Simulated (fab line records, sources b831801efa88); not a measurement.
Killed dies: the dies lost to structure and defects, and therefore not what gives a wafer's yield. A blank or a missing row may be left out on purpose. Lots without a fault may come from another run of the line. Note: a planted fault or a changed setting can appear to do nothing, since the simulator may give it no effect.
fab line records	flow sky130
record lots=5	wafers=15	last_day=50
route steps=708 shown VIA3@587 METAL4@598 PAD_OPEN@708
lots untouched by any fault: they come from a run of this same line in which no faults occurred
start_h: hours from the record's first day to the start of the lot's first wafer shown	wait_h: hours from the lot's prior step to this one	" the same as in the row above	L1.1+2: one row covering several wafers at once	- no value, or no start given	* or withheld: withheld	< > ~ a bound
route shown NAME@n: a module of which the file shows steps, and the number in the route of the first	usual: mean/standard deviation of fault-free wafers	same: alike in all rows	chamber/n: place in a boat	sites: per-site readings	_std_site: the values' standard deviation	_edge_site: the outer-site mean with the inner-site mean subtracted	radius_mm: how far each site lies from the wafer's centre	mask NAME#n: copy n	behind: the last tool/chamber to shape the wafer	hold: the reason the lot was held/the length of the hold in hours/how it ended	device: the transistor (n, p or np) that didn't switch	end of line: at the end of the route, the tests of the same wafers	a step with no rows: only its recipe	killed: count of dies lost to structure and defects at first sort (not the wafer's yield)	map: the dies of a wafer, with x for killed, . for not killed, _ for no die there
set.NAME: the setting the step ran with; set.NAME@STEP: the setting that earlier step ran with	model.NAME: the simulator's own value behind a step, which no gauge read
lots seen at some steps along the route; tables by step, rows by wafer
services: when a tool's chamber went out of use (start_h, in hours from the record's first day, below 0 if earlier), for how many hours, and the reason
## steps
# step SKY_VIA3_ETCH_14
# recipe chemistry=N2/H2	target=BARC	ion_energy_ev=200	source_w=500	bias_w=100	pressure_mtorr=30	n2_flow_sccm=100	h2_flow_sccm=200	stop_on=SiO2	time_s=45.9	target_depth_a=600
# usual drypump_motor_current_A=5.7/0.43	oes_product_au=0.854/0.0052	throttle_valve_pct=13.225/0.0091
lot.wafer	tool	chamber	start_h	wait_h	drypump_motor_current_A	oes_product_au	rf_hours_counter_h	throttle_valve_pct
L596.2	rie_diel-04	1	959.67	0.0	5.2	0.854	2	13.230
L596.3	"	2	"	"	6.0	0.850	20	13.218
L596.6	"	2	"	"	6.1	0.846	-	13.228
L597.3	rie_diel-04	0	961.77	0.0	5.4	0.847	-	13.215
L597.5	"	0	"	"	5.3	0.854	-	13.234
L597.6	"	2	"	"	6.1	0.848	-	13.228
L602.2	rie_diel-02	1	1037.11	0.0	5.6	0.864	14	13.219
L602.3	"	3	"	"	5.1	0.860	12	13.233
L602.6	"	3	"	"	5.1	0.857	-	13.238
L610.2	rie_diel-02	3	1042.75	0.0	5.1	0.854	12	13.231
L610.3	"	1	"	"	5.6	0.853	14	13.230
L610.6	"	3	"	"	5.2	0.854	-	13.229
L616.1	rie_diel-04	3	1061.65	0.0	5.8	0.855	18	13.233
L616.3	"	2	"	"	6.1	0.866	23	13.223
L616.6	"	2	"	"	6.1	0.851	-	13.206
# step SKY_VIA3_ETCH_15
# recipe target=SiO2	chemistry=C4F8/O2/Ar	target_depth_nm=507	stop_on=TiN	mask_material=KrF-thick	source_w=1500	bias_w=1200	pressure_mtorr=40	c4f8_flow_sccm=withheld	O2_flow_sccm=6	Ar_flow_sccm=300	time_s=78
# usual oes_product_au=0.946/0.005
lot.wafer	tool	chamber	start_h	wait_h	oes_product_au	rf_hours_counter_h
L596.2	rie_diel-04	1	959.71	0.0	0.954	2
L596.3	"	2	"	"	0.945	20
L596.6	"	2	"	"	0.947	-
L597.3	rie_diel-04	0	961.84	0.1	0.944	-
L597.5	"	0	"	"	0.947	-
L597.6	"	2	"	"	0.939	-
L602.2	rie_diel-02	1	1037.15	0.0	0.952	14
L602.3	"	3	"	"	0.951	12
L602.6	"	3	"	"	0.946	-
L610.2	rie_diel-02	3	1042.79	0.0	0.946	12
L610.3	"	1	"	"	0.941	14
L610.6	"	3	"	"	0.944	-
L616.1	rie_diel-04	3	1061.69	0.0	0.942	18
L616.3	"	2	"	"	0.945	23
L616.6	"	2	"	"	0.942	-
# step SKY_VIA3_STRIP_16
# recipe chemistry=O2/N2	power_w=1400	pressure_mtorr=1500	platen_temp_c=withheld	o2_flow_sccm=3000	n2_flow_sccm=300	overash_fraction=0.5
# step SKY_VIA3_STRIP_17
# recipe chemistry=post_etch_residue_remover	time_s=1200	temp_c=72.5
# step SKY_VIA3_CLEAN_18
# recipe chemistry=IPA	time_s=180	temp_c=25
# step SKY_VIA3_CLEAN_19
# recipe chemistry=O3/DIW	dry=n2_spin
# step SKY_VIA3_SPUTTER_20
# recipe material=TiN	target_thk_nm=20	chamber_pressure_pa=5	power_w=4000	time_s=80
# step SKY_VIA3_CVD_21
# recipe material=W	target_thk_nm=390	time_s=117.31	temp_c=400	pressure_torr=40
# usual heater_power_w=792/60
lot.wafer	tool	chamber	start_h	wait_h	heater_power_w
L596.2	cvd_w-01	1	960.46	0.0	740
L596.3	"	1	"	"	742
L596.6	"	0	"	"	676
L597.3	cvd_w-01	1	963.00	0.1	774
L597.5	"	1	"	"	752
L597.6	"	0	"	"	709
L602.2	cvd_w-02	0	1037.86	0.0	730
L602.3	"	1	"	"	849
L602.6	"	1	"	"	851
L610.2	cvd_w-02	0	1043.50	0.0	728
L610.3	"	0	"	"	747
L610.6	"	1	"	"	850
L616.1	cvd_w-02	1	1062.40	0.0	835
L616.3	"	1	"	"	864
L616.6	"	1	"	"	850
# step SKY_VIA3_RS_MEAS_22
# recipe thk_meas_gauge=four-point-probe	reads=W_of_VIA3_CVD_21+TiN_of_VIA3_SPUTTER_20
# usual VIA3_W_RS=0.293/0.0033
lot.wafer	tool	chamber	start_h	wait_h	VIA3_W_RS[ohm/sq]
L596.2	film_metro-04	-	960.60	0.1	0.293
L596.3	"	-	"	"	0.295
L596.6	"	-	"	"	0.288
L597.3	film_metro-04	-	963.12	0.1	0.299
L597.5	"	-	"	"	0.297
L597.6	"	-	"	"	0.293
L602.2	film_metro-02	-	1038.00	0.1	0.290
L602.3	"	-	"	"	0.297
L602.6	"	-	"	"	0.294
L610.2	film_metro-02	-	1043.65	0.1	0.291
L610.3	"	-	"	"	0.290
L610.6	"	-	"	"	0.297
L616.1	film_metro-02	-	1062.65	0.2	0.294
L616.3	"	-	"	"	0.298
L616.6	"	-	"	"	0.296
# step SKY_VIA3_THK_MEAS_23
# recipe thk_meas_gauge=xrf	reads=W_of_VIA3_CVD_21
# usual VIA3_W_THK=386/6.7
lot.wafer	tool	chamber	start_h	wait_h	VIA3_W_THK[nm]
L596.2	film_metro-04	-	960.71	0.1	386
L596.3	"	-	"	"	382
L596.6	"	-	"	"	389
L597.3	film_metro-04	-	963.22	0.1	379
L597.5	"	-	"	"	383
L597.6	"	-	"	"	387
L602.2	film_metro-02	-	1038.11	0.1	395
L602.3	"	-	"	"	388
L602.6	"	-	"	"	387
L610.2	film_metro-02	-	1043.76	0.1	394
L610.3	"	-	"	"	396
L610.6	"	-	"	"	387
L616.1	film_metro-02	-	1062.77	0.1	385
L616.3	"	-	"	"	381
L616.6	"	-	"	"	382
# step SKY_VIA3_CMP_24
# recipe stop_on=SiO2	t_overpolish_s=20	down_force_psi=3.5	platen_rpm=60	target_thk_nm=0	pad_velocity_m_s=0.94248
# step SKY_METAL4_SPUTTER_00
# recipe material=Ti	target_thk_nm=15	power_w=3000	time_s=10	chamber_pressure_pa=0.4
# usual throttle_valve_pct=29.6/0.89
lot.wafer	tool	chamber	start_h	wait_h	throttle_valve_pct
L596.2	pvd_sputter-02	-	961.06	0.1	29.9
L596.3	"	-	"	"	31.1
L596.6	"	-	"	"	30.7
L597.3	pvd_sputter-01	-	963.99	0.1	28.8
L597.5	"	-	"	"	28.7
L597.6	"	-	"	"	30.8
L602.2	pvd_sputter-01	-	1038.46	0.2	28.9
L602.3	"	-	"	"	28.9
L602.6	"	-	"	"	28.7
L610.2	pvd_sputter-02	-	1044.13	0.1	30.8
L610.3	"	-	"	"	30.9
L610.6	"	-	"	"	30.9
L616.1	pvd_sputter-04	-	1063.13	0.2	30.0
L616.3	"	-	"	"	28.9
L616.6	"	-	"	"	30.9
# step SKY_METAL4_SPUTTER_01
# recipe material=TiN	target_thk_nm=20	power_w=6500	time_s=16.7	chamber_pressure_pa=0.4
# usual throttle_valve_pct=29.6/0.87
lot.wafer	tool	chamber	start_h	wait_h	throttle_valve_pct	model.TiN_of_METAL4_SPUTTER_01.thk_nm
L596.2	pvd_sputter-02	-	961.09	0.0	29.4	19.83
L596.3	"	-	"	"	30.8	19.9
L596.6	"	-	"	"	30.7	19.95
L597.3	pvd_sputter-01	-	964.01	0.0	28.9	19.38
L597.5	"	-	"	"	28.8	19.67
L597.6	"	-	"	"	30.7	20.06
L602.2	pvd_sputter-01	-	1038.49	0.0	28.6	19.18
L602.3	"	-	"	"	28.8	19.69
L602.6	"	-	"	"	28.7	27.14
L610.2	pvd_sputter-02	-	1044.15	0.0	30.7	19.98
L610.3	"	-	"	"	30.8	19.93
L610.6	"	-	"	"	30.7	20.06
L616.1	pvd_sputter-04	-	1063.15	0.0	30.1	20.07
L616.3	"	-	"	"	28.9	20.32
L616.6	"	-	"	"	30.7	20.49
# step SKY_METAL4_SPUTTER_02
# recipe material=AlCu	target_thk_nm=735	power_w=10600	time_s=39.1	chamber_pressure_pa=0.4
# usual throttle_valve_pct=29.6/0.9
lot.wafer	tool	chamber	start_h	wait_h	throttle_valve_pct
L596.2	pvd_sputter-02	-	961.11	0.0	29.7
L596.3	"	-	"	"	31.0
L596.6	"	-	"	"	30.7
L597.3	pvd_sputter-01	-	964.04	0.0	28.9
L597.5	"	-	"	"	28.9
L597.6	"	-	"	"	30.4
L602.2	pvd_sputter-01	-	1038.51	0.0	28.9
L602.3	"	-	"	"	28.9
L602.6	"	-	"	"	28.9
L610.2	pvd_sputter-02	-	1044.17	0.0	30.9
L610.3	"	-	"	"	30.9
L610.6	"	-	"	"	30.9
L616.1	pvd_sputter-04	-	1063.18	0.0	30.1
L616.3	"	-	"	"	29.0
L616.6	"	-	"	"	30.7
# step SKY_PAD_OPEN_PROBE_99
# usual defect_limited_yield=82.8/2	killed_at_M0_to_M3=42/7.3	killed_at_M4_up=3.4/2	killed_at_contacts=24/5.8	killed_at_front_end=15/4.6	killed_at_other=0.3/0.62	killed_dies=84/9.8	killed_on_rim=16/3.8	killed_open=47/6.9	killed_short=38/6.3	sort_bin_3_pad_short=0.8/0.38	sort_bin_5_function=10.2/1.5	sort_bin_6_memory=6.2/1.1	sort_n_pass=408/9.8	sort_yield_pct=82.8/2
# same gross_dies=492	killed_at_back_side=0	sort_bin_4_leakage[%]=0	sort_bin_8_speed[%]=0
lot.wafer	tool	chamber	start_h	wait_h	defect_limited_yield[%]	killed_at_M0_to_M3	killed_at_M4_up	killed_at_contacts	killed_at_front_end	killed_at_other	killed_dies	killed_on_rim	killed_open	killed_short	sort_bin_3_pad_short[%]	sort_bin_5_function[%]	sort_bin_6_memory[%]	sort_n_pass	sort_yield_pct[%]
L596.2	prober-02	-	1098.96	0.1	82.1	59	4	17	8	0	88	18	48	40	0.8	10.2	6.9	404	82.1
L596.3	prober-02	-	1099.01	0.2	84.1	41	6	22	9	0	78	14	43	35	1.2	7.7	6.9	414	84.1
L596.6	prober-02	-	1099.16	0.2	86.4	33	2	17	15	0	67	17	39	28	0.8	8.3	4.5	425	86.4
L597.3	prober-01	-	1102.36	0.2	84.8	37	4	17	17	0	75	9	34	41	1.6	8.5	5.1	417	84.8
L597.5	prober-01	-	1102.46	0.2	85.2	34	3	17	19	0	73	14	39	34	1.6	8.1	5.1	419	85.2
L597.6	prober-01	-	1102.51	0.2	81.9	46	3	19	21	0	89	16	51	38	0.8	11.8	5.5	403	81.9
L602.2	prober-02	-	1169.75	0.1	87.2	26	2	22	13	0	63	9	36	27	0.6	7.9	4.3	429	87.2
L602.3	prober-02	-	1169.80	0.2	82.5	39	4	31	12	0	86	19	44	42	1.4	9.6	6.5	406	82.5
L602.6	prober-02	-	1169.95	0.2	82.3	49	1	27	10	0	87	18	58	29	0.8	11.8	5.1	405	82.3
L610.2	prober-01	-	1172.62	0.1	83.3	40	3	27	11	1	82	12	45	37	0.8	11.0	4.9	410	83.3
L610.3	prober-01	-	1172.67	0.2	80.9	35	7	36	16	0	94	21	51	43	0.6	12.2	6.3	398	80.9
L610.6	prober-01	-	1172.82	0.2	86.6	30	3	20	13	0	66	9	33	33	0.8	6.7	5.9	426	86.6
L616.1	prober-01	-	1189.01	0.1	82.9	41	5	22	15	1	84	13	46	38	1.0	8.9	7.1	408	82.9
L616.3	prober-01	-	1189.11	0.2	82.5	50	1	21	14	0	86	18	57	29	1.0	8.9	7.5	406	82.5
L616.6	prober-01	-	1189.26	0.2	83.1	51	2	19	11	0	83	16	47	36	0.4	9.8	6.7	409	83.1
# killed by level:class
L596.2 VIA1:geometric_particle:open=17 METAL2:geometric_particle:short=8 VIA2:geometric_particle:open=7 CONTACT:geometric_particle:open=6 VIA1:geometric_particle:short=6 VIA3:geometric_particle:open=6 FIELD_ISO:geometric_particle:open=5 LI_CONTACT:geometric_particle:open=5
L596.3 CONTACT:geometric_particle:open=10 VIA1:geometric_particle:open=9 VIA2:geometric_particle:open=8 METAL2:geometric_particle:short=7 LI_CONTACT:geometric_particle:open=4 LOCAL_INTERCONNECT:geometric_particle:short=4 METAL4:geometric_particle:short=4 VIA2:geometric_particle:short=4
L596.6 VIA1:geometric_particle:open=10 FIELD_ISO:geometric_particle:short=5 CONTACT:geometric_particle:short=5 VIA2:geometric_particle:open=5 FIELD_ISO:geometric_particle:open=4 POLY_GATE:geometric_particle:open=4 LI_CONTACT:geometric_particle:open=4 METAL2:geometric_particle:short=4
L597.3 METAL1:geometric_particle:short=9 VIA1:geometric_particle:open=8 POLY_GATE:geometric_particle:short=6 CONTACT:geometric_particle:open=6 METAL2:geometric_particle:short=6 LI_CONTACT:geometric_particle:open=5 POLY_CUT:geometric_particle:short=4 POLY_GATE:geometric_particle:open=3
L597.5 CONTACT:geometric_particle:open=7 POLY_GATE:geometric_particle:short=6 METAL1:geometric_particle:short=5 FIELD_ISO:geometric_particle:open=4 VIA2:geometric_particle:open=4 VIA1:geometric_particle:open=4 METAL3:geometric_particle:short=4 POLY_GATE:geometric_particle:open=3
L597.6 VIA1:geometric_particle:open=13 CONTACT:geometric_particle:open=7 METAL1:geometric_particle:short=7 POLY_GATE:geometric_particle:short=6 VIA3:geometric_particle:open=6 METAL2:geometric_particle:short=5 POLY_GATE:geometric_particle:open=5 VIA2:geometric_particle:open=5
L602.2 VIA1:geometric_particle:open=9 POLY_GATE:geometric_particle:open=8 LOCAL_INTERCONNECT:geometric_particle:short=8 CONTACT:geometric_particle:open=7 VIA1:geometric_particle:short=4 VIA2:geometric_particle:open=4 LI_CONTACT:geometric_particle:short=3 METAL4:geometric_particle:short=2
L602.3 CONTACT:geometric_particle:open=11 METAL2:geometric_particle:short=8 VIA1:geometric_particle:open=8 VIA2:geometric_particle:open=8 LOCAL_INTERCONNECT:geometric_particle:short=7 LI_CONTACT:geometric_particle:open=6 METAL1:geometric_particle:short=5 VIA1:geometric_particle:short=5
L602.6 CONTACT:geometric_particle:open=14 VIA1:geometric_particle:open=13 VIA3:geometric_particle:open=8 POLY_GATE:geometric_particle:open=6 METAL2:geometric_particle:short=6 VIA2:geometric_particle:open=6 CONTACT:geometric_particle:short=5 LI_CONTACT:geometric_particle:open=4
L610.2 VIA1:geometric_particle:open=10 CONTACT:geometric_particle:open=9 LI_CONTACT:geometric_particle:open=7 VIA3:geometric_particle:open=7 METAL1:geometric_particle:short=5 LOCAL_INTERCONNECT:geometric_particle:short=4 CONTACT:geometric_particle:short=4 VIA1:geometric_particle:short=4
L610.3 CONTACT:geometric_particle:open=11 LI_CONTACT:geometric_particle:open=9 CONTACT:geometric_particle:short=6 VIA3:geometric_particle:open=6 VIA1:geometric_particle:open=6 POLY_GATE:geometric_particle:short=5 LOCAL_INTERCONNECT:geometric_particle:short=5 METAL2:geometric_particle:short=5
L610.6 CONTACT:geometric_particle:open=8 METAL2:geometric_particle:short=8 FIELD_ISO:geometric_particle:short=7 VIA1:geometric_particle:open=6 VIA2:geometric_particle:open=6 METAL1:geometric_particle:short=4 LI_CONTACT:geometric_particle:open=4 CONTACT:geometric_particle:short=4
L616.1 CONTACT:geometric_particle:open=10 VIA1:geometric_particle:open=8 VIA2:geometric_particle:open=6 METAL3:geometric_particle:short=5 CONTACT:geometric_particle:short=5 METAL1:geometric_particle:short=5 VIA3:geometric_particle:open=5 FIELD_ISO:geometric_particle:short=4
L616.3 VIA2:geometric_particle:open=16 CONTACT:geometric_particle:open=10 VIA1:geometric_particle:short=9 VIA1:geometric_particle:open=9 FIELD_ISO:geometric_particle:open=5 LI_CONTACT:geometric_particle:open=5 VIA3:geometric_particle:open=5 CONTACT:geometric_particle:short=3
L616.6 VIA1:geometric_particle:open=14 VIA3:geometric_particle:open=9 LI_CONTACT:geometric_particle:open=7 VIA2:geometric_particle:open=7 CONTACT:geometric_particle:short=6 VIA1:geometric_particle:short=5 FIELD_ISO:geometric_particle:open=4 LOCAL_INTERCONNECT:geometric_particle:short=4
## services
tool	chamber	start_h	hours	kind
rie_diel-04	-	944.37	14.6	pm
pvd_sputter-01	-	946.49	1.5	repair
rie_diel-02	0	948.48	2.5	repair
pvd_sputter-01	0	958.13	-	consumable_replace:kit
pvd_sputter-01	0	958.13	18.0	scheduled_down
pvd_sputter-01	0	958.13	18.0	vent_cycle
rie_diel-04	3	959.14	5.7	repair
rie_diel-04	1	960.11	3.0	repair
pvd_sputter-04	3	963.41	-	consumable_replace:kit
pvd_sputter-04	3	963.41	18.0	scheduled_down
pvd_sputter-04	3	963.41	18.0	vent_cycle
pvd_sputter-02	-	982.26	3.6	repair
rie_diel-04	2	998.49	7.2	repair
cvd_w-02	-	1005.66	2.8	pm
pvd_sputter-04	-	1020.20	3.7	repair
cvd_w-01	-	1028.83	0.9	repair
cvd_w-01	-	1029.77	28.1	pm
rie_diel-04	2	1030.46	1.3	repair
rie_diel-02	0	1034.32	12.5	repair
rie_diel-02	3	1052.92	2.6	repair
rie_diel-04	2	1053.20	5.6	repair
pvd_sputter-02	-	1054.30	2.3	repair
cvd_w-02	0	1059.97	10.6	repair
pvd_sputter-02	-	1061.65	1.5	repair
## key
first_sign none at tools or gauges
model_effect step=SKY_METAL4_SPUTTER_01	value=TiN_of_METAL4_SPUTTER_01.thk_nm	without=19.68	struck=27.14
met_at SKY_METAL4_SPUTTER_01
struck_wafers L602.6
onset_between 964.01 1038.49
fault kind=process_parameter_drift	tool=pvd_sputter-01	chamber=-	onset_h=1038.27	steps=SKY_METAL4_SPUTTER_01	channel=target_thk_nm	offset=7.4516	shape=step	end_h=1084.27	scope=struck_wafers_only	acts_in=these_recipes_only	stated=20
